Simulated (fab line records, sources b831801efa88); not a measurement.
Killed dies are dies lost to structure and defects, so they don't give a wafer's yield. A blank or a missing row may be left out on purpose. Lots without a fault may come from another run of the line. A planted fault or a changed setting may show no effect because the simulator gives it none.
A struck lot beside a sound one | flow sky130 | 16 steps out of a route of 708
Sound: wafers L260.1, L260.4, L260.6. Struck: wafers L256.1, L256.2, L256.4. The cause comes at the end.
At each step with rows: each side's tool, then ch and its chambers, then its first start. Under that, the readings that differ: sound wafers | struck wafers | difference of the means | sigmas: that difference in standard deviations of wafers without a fault.
alike: readings whose means differ by less than 2 such deviations, and words and numbers that are the same on both sides. not compared: withheld readings, readings that some wafer has no value for, bounds like >300 that may hide the same value, and numbers for which the record gives no deviation and whose values overlap.
The two part at a step that has a row with sigmas, a row that says differs or no value, or rows on one side only. Numbers that don't overlap but have no deviation are shown without sigmas and don't part them. A reading that every wafer of one side lacks parts them only if that side has two wafers or more.

SKY_METAL5_SPUTTER_03: material Ti, target thk 5 nm, time 3.3 s.
  sound on pvd_sputter-03, day 46 22:35; struck on pvd_sputter-01, day 46 01:29
  alike: cathode_dc_power_W, throttle_valve_pct
SKY_METAL5_SPUTTER_04: material TiN, target thk 70 nm, time 58.3 s.
  sound on pvd_sputter-03, day 46 22:37; struck on pvd_sputter-01, day 46 01:31
  alike: cathode_dc_power_W, throttle_valve_pct
SKY_METAL5_RS_MEAS_05: measures by four-point-probe.
  sound on film_metro-04, day 46 22:40; struck on film_metro-01, day 46 01:34
  alike: METAL5_ALCU_RS
SKY_METAL5_THK_MEAS_06: measures by xrf.
  sound on film_metro-04, day 46 22:47; struck on film_metro-01, day 46 01:41
  alike: METAL5_ALCU_THK
then, 7 steps without rows for these wafers: SKY_METAL5_DEHYDRATE_07 (time 60 s); SKY_METAL5_HMDS_08 (prime time 60 s); SKY_METAL5_COAT_09 (resist thk 1800 nm); SKY_METAL5_SOFTBAKE_10 (time 60 s); SKY_METAL5_EXPOSE_11 (exposes mask MM5, target cd 1600 nm); SKY_METAL5_PEB_12; SKY_METAL5_DEVELOP_13 (develop time 60 s).
SKY_METAL5_DESCUM_14: chemistry O2, time 11 s.
  sound on rie_metal-01 ch 0, day 47 18:25; struck on rie_metal-03 ch 0,1, day 46 22:31
  reading                     | sound       | struck      | difference | sigmas
  drypump_motor_current_A (A) | 5.4 5.4 5.5 | 6.0 6.5 6.6 | +0.9       | +2
  alike: oes_product_au
  not compared: rf_hours_counter_h
SKY_METAL5_METAL_ETCH_15: etches the open film in Cl2/BCl3, stops on SiO2, target depth 1260 nm, time 252 s.
  sound on rie_metal-01 ch 0, day 47 18:27; struck on rie_metal-03 ch 0,1, day 46 22:33
  reading                                     | sound             | struck            | difference | sigmas
  drypump_motor_current_A (A)                 | 5.5 5.4 5.4       | 6.0 6.5 6.6       | +0.9       | +2
  oes_product_au (a.u.)                       | 0.904 0.890 0.888 | 0.868 0.874 0.867 | -0.024     | -4
  run_length_s (s)                            | 281.1 281.0 280.9 | 293.4 293.3 293.2 | +12.3      | +26
  model.NOVOLAK_of_METAL5_COAT_09.thk_nm (nm) | 1034 1036 1040    | 990.6 983.3 989.8 | -48.8      |
  alike: throttle_valve_pct
  not compared: rf_hours_counter_h
SKY_METAL5_STRIP_16: strips in O2/N2.
  sound on plasma_asher-01 ch 0, day 47 18:41; struck on plasma_asher-01 ch 0,1, day 46 22:47
  reading                      | sound             | struck            | difference | sigmas
  strip_time_to_endpoint_s (s) | 13.06 13.09 13.15 | 12.62 12.55 12.61 | -0.51      | -4
  alike: drypump_motor_current_A, oes_product_au
  not compared: rf_hours_counter_h
then, 2 steps without rows for these wafers: SKY_METAL5_STRIP_17 (strips in post etch residue remover, time 1200 s); SKY_PAD_OPEN_PROBE_99.

WHERE THEY PART
First at SKY_METAL5_DESCUM_14; last, within this record, at SKY_METAL5_STRIP_16.

WHY: what the simulator had put in
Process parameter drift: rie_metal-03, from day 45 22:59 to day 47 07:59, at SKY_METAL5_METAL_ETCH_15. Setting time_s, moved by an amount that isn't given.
